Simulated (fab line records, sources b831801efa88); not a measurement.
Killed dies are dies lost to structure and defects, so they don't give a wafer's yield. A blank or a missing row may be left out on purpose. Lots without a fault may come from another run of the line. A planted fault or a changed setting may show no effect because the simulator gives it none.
A struck lot beside a sound one | flow gf180mcu | 44 steps out of a route of 602
Sound: wafers L955.2, L955.4, L955.6. Struck: wafers L960.1, L960.2, L960.6. The cause comes at the end.
At each step with rows: each side's tool, then ch and its chambers, then its first start. Under that, the readings that differ: sound wafers | struck wafers | difference of the means | sigmas: that difference in standard deviations of wafers without a fault.
alike: readings whose means differ by less than 2 such deviations, and words and numbers that are the same on both sides. not compared: withheld readings, readings that some wafer has no value for, bounds like >300 that may hide the same value, and numbers for which the record gives no deviation and whose values overlap.
The two part at a step that has a row with sigmas, a row that says differs or no value, or rows on one side only. Numbers that don't overlap but have no deviation are shown without sigmas and don't part them. A reading that every wafer of one side lacks parts them only if that side has two wafers or more.

first, 3 steps without rows for these wafers: GF_CONTACT_CLEAN_20 (cleans in DIW); GF_CONTACT_CLEAN_21 (cleans in dHF, time 20 s); GF_CONTACT_SPUTTER_22 (material Ti, target thk 15 nm, time 80.02 s).
GF_CONTACT_SPUTTER_23: material TiN, target thk 10 nm, time 40 s.
  sound on pvd_sputter-04, day 19 21:47; struck on pvd_sputter-01, day 21 14:20
  alike: throttle_valve_pct
GF_CONTACT_CVD_24: deposits W, target thk 300 nm, time 90.339 s.
  sound on cvd_w-02 ch 0,1, day 19 21:49; struck on cvd_w-02 ch 0,1, day 21 14:23
  alike: heater_power_w
GF_CONTACT_RS_MEAS_25: measures by four-point-probe.
  sound on film_metro-04, day 19 21:56; struck on film_metro-04, day 21 14:29
  alike: CONTACT_W_RS
GF_CONTACT_THK_MEAS_26: measures by xrf.
  sound on film_metro-04, day 19 22:03; struck on film_metro-04, day 21 14:36
  alike: CONTACT_W_THK
GF_CONTACT_CMP_27: polishes, stops on SiO2, t overpolish 15 s, target thk 0 nm.
  sound on cmp-02 ch 1,3, day 19 22:09; struck on cmp-01 ch 0,1, day 21 14:41
  alike: motor_current_A, overpolish_run_s, time_to_endpoint_s
then, 2 steps without rows for these wafers: GF_M1_SPUTTER_00 (material Ti, target thk 37.5 nm, time 150 s); GF_M1_SPUTTER_01 (material TiN, target thk 30 nm, time 25 s).
GF_M1_SPUTTER_02: material AlCu, target thk 450 nm, time 23.9 s.
  sound on pvd_sputter-04, day 19 22:32; struck on pvd_sputter-04, day 21 15:07
  alike: throttle_valve_pct
then, 1 step without rows for these wafers: GF_M1_SPUTTER_03 (material Ti, target thk 10 nm, time 6.7 s).
GF_M1_SPUTTER_04: material TiN, target thk 50 nm, time 41.7 s.
  sound on pvd_sputter-04, day 19 22:35; struck on pvd_sputter-04, day 21 15:10
  reading                                | sound             | struck           | difference | sigmas
  model.TiN_of_M1_SPUTTER_04.thk_nm (nm) | 49.61 50.51 49.57 | 43.32 43.5 42.35 | -6.84      |
  alike: throttle_valve_pct
GF_M1_RS_MEAS_05: measures by four-point-probe.
  sound on film_metro-03, day 19 22:38; struck on film_metro-01, day 21 15:13
  alike: M1_ALCU_RS
GF_M1_THK_MEAS_06: measures by xrf.
  sound on film_metro-03, day 19 22:45; struck on film_metro-01, day 21 15:20
  alike: M1_ALCU_THK
then, 7 steps without rows for these wafers: GF_M1_DEHYDRATE_07 (time 60 s); GF_M1_HMDS_08 (prime time 60 s); GF_M1_COAT_09 (resist thk 1000 nm); GF_M1_SOFTBAKE_10 (time 60 s); GF_M1_EXPOSE_11 (exposes mask Metal1, target cd 230 nm); GF_M1_PEB_12 (peb time 90 s); GF_M1_DEVELOP_13 (develop time 60 s).
GF_M1_CD_MEAS_14: target cd 230 nm.
  sound on cd_sem-01, day 20 23:15; struck on cd_sem-01, day 22 13:45
  reading    | sound             | struck            | difference | sigmas
  cd_nm (nm) | 229.0 228.2 228.5 | 232.5 232.8 231.8 | +3.8       | +3
GF_M1_OVL_MEAS_15:
  sound on overlay-01, day 20 23:22; struck on overlay-01, day 22 13:52
  alike: M1_OVL
then, 5 steps without rows for these wafers: GF_M1_METAL_ETCH_16 (etches the open film in Cl2/BCl3, stops on SiO2, target depth 750.8 nm, time 125.1 s); GF_M1_STRIP_17 (strips in O2/N2); GF_M1_STRIP_18 (strips in post etch residue remover, time 1200 s); GF_M1_CLEAN_19 (cleans in DIW); GF_V1_CVD_00 (deposits SiO2, target thk 600 nm, time 100 s).
GF_V1_THK_MEAS_01:
  sound on film_metro-02, day 21 00:08; struck on film_metro-03, day 22 14:39
  alike: V1_CVD_00_THK
then, 1 step without rows for these wafers: GF_V1_CVD_02 (deposits SiO2 from TEOS, target thk 850 nm, time 94.851 s).
GF_V1_THK_MEAS_03:
  sound on film_metro-01, day 21 00:16; struck on film_metro-02, day 22 14:47
  alike: V1_CVD_02_THK
GF_V1_CMP_04: polishes SiO2.
  sound on cmp-01 ch 0,2,3, day 21 00:25; struck on cmp-01 ch 1,2,3, day 22 14:50
  alike: motor_current_A, time_to_endpoint_s
GF_V1_BOW_MEAS_05:
  sound on film_metro-03, day 21 00:38; struck on film_metro-03, day 22 15:08
  alike: V1_BOW
then, 8 steps without rows for these wafers: GF_V1_DEHYDRATE_06 (time 60 s); GF_V1_HMDS_07 (prime time 60 s); GF_V1_COAT_08; GF_V1_COAT_09 (resist thk 1000 nm); GF_V1_SOFTBAKE_10 (time 60 s); GF_V1_EXPOSE_11 (exposes mask Via1, target cd 260 nm); GF_V1_PEB_12 (peb time 90 s); GF_V1_DEVELOP_13 (develop time 60 s).
GF_V1_STRIP_19: strips in post etch residue remover, time 1200 s.
  sound on wet_bench-04 ch 3, day 22 01:10; struck on wet_bench-03 ch 3, day 23 14:23
  reading                                | sound             | struck            | difference | sigmas
  model.TiN_of_M1_SPUTTER_04.thk_nm (nm) | 48.78 49.68 48.73 | 42.48 42.66 41.52 | -6.84      |
  alike: bath_guard_temp_C
then, 1 step without rows for these wafers: GF_PASSIVATION_PROBE_99.

WHERE THEY PART
Only at GF_M1_CD_MEAS_14, within this record. Later steps at which nothing parts them and some readings are alike: GF_M1_OVL_MEAS_15, GF_V1_THK_MEAS_01, GF_V1_THK_MEAS_03, GF_V1_CMP_04, GF_V1_BOW_MEAS_05, GF_V1_STRIP_19.

WHY: what the simulator had put in
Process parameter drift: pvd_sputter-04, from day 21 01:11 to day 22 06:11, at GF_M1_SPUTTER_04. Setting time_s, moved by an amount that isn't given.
